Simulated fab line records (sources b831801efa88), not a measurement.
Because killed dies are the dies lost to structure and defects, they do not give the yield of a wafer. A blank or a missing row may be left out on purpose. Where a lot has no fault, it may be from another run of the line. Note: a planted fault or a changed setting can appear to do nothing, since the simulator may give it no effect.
2 desks, one fault ; flow gf180mcu ; what lay behind the numbers comes last; until then each desk has only its own

== THE METROLOGY DESK ==
What the gauges read, lot by lot, whatever tool the lot ran on: means of the sampled wafers that have a number. Marked OUT: a lot whose mean sits more than 4 standard deviations from the usual mean, which makes it out of limits; the brackets give that distance.
Columns: A = STI_OXIDATION_02_THK at GF_STI_THK_MEAS_30, usual 9.97 nm; B = HV_LDD_01_OVL at GF_HV_LDD_OVL_MEAS_20, usual -1.1 nm
lot;first seen here;A;B
L738;day 2 09:08;10.13;-0.1
L739;day 2 12:05;9.82;-1.8
L740;day 2 16:32;9.89;-2.0
L741;day 2 21:08;9.67;-1.0
L742;day 3 02:11;10.00;-1.9
L744;day 3 13:07;10.04;-1.7
L745;day 3 17:26;10.13;-1.0
L746;day 3 23:17;10.15;0.6
L747;day 4 04:29;10.19;-2.8
L756;day 6 03:38;11.75 (+10) OUT;-1.1
L757;day 6 08:16;11.77 (+11) OUT;-2.7
L758;day 6 15:08;10.11;-1.5
This desk reports L756, L757 out of limits; the earliest was L756 at day 6 03:38 (STI_OXIDATION_02_THK at GF_STI_THK_MEAS_30). L738, L739, L740, L741, L742, L744, L745, L746, L747, L758 stayed within limits.

== FOR THE TOOL OWNER'S DESK: furnace-01 ==
The tool's own readings at GF_STI_OXIDATION_29 (stabilise 600 s, purge 300 s, target thk 10 nm): means of the sampled wafers that have a number, for each lot that ran on this tool. Marked OUT: a lot whose mean sits more than 4 standard deviations from the usual mean, which makes it out of limits; the brackets give that distance. Of its 8 readings 7 are shown: the one that was out of limits first, and those that lie furthest out on some lot.
Columns: A = spike_tc_bottom_C at GF_STI_OXIDATION_29, usual 918.8 C; B = spike_tc_centre_C at GF_STI_OXIDATION_29, usual 899.3 C; C = spike_tc_lower_C at GF_STI_OXIDATION_29, usual 900.6 C; D = spike_tc_top_C at GF_STI_OXIDATION_29, usual 909.1 C; E = spike_tc_upper_C at GF_STI_OXIDATION_29, usual 898.3 C; F = tube_center_temp_C at GF_STI_OXIDATION_29, usual 900 C; G = tube_center_temp_C_max at GF_STI_OXIDATION_29, usual 902.3
lot;first seen here;A;B;C;D;E;F;G
L741;day 2 19:43;918.2;899.1;899.9;907.1;898.0;900;902.4
L744;day 3 11:43;916.0;898.4;900.2;905.6;897.5;900;902.6
L756;day 6 02:15;932.5 (+6.2) OUT;913.9 (+13) OUT;915.6 (+16) OUT;921.8 (+6.3) OUT;914.0 (+14) OUT;915 (+99 or more) OUT;917.5 (+41) OUT
L757;day 6 06:52;931.4 (+5.7) OUT;914.4 (+14) OUT;915.9 (+17) OUT;922.7 (+6.8) OUT;912.9 (+13) OUT;915 (+99 or more) OUT;917.4 (+41) OUT
This desk's verdict: out of limits on L756, L757, starting with L756 at day 6 02:15 (spike_tc_bottom_C at GF_STI_OXIDATION_29). L741, L744 stayed within limits.

== PUT TOGETHER ==
At day 6 02:15, on L756, L757, the tool owner's desk was in a position to raise an alarm.
At day 6 03:38 the metrology desk could have sounded an alarm, on L756, L757.
The lots listed all ran GF_STI_OXIDATION_29 on furnace-01.

== WHAT THE SIMULATOR HAD INSERTED ==
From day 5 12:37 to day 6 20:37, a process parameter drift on furnace-01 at GF_STI_OXIDATION_29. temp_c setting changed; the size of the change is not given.
Lots struck among those shown: L756, L757.
Hours from the fault's start to each desk's first reading out of limits: the tool owner's desk, 14; the metrology desk, 15.
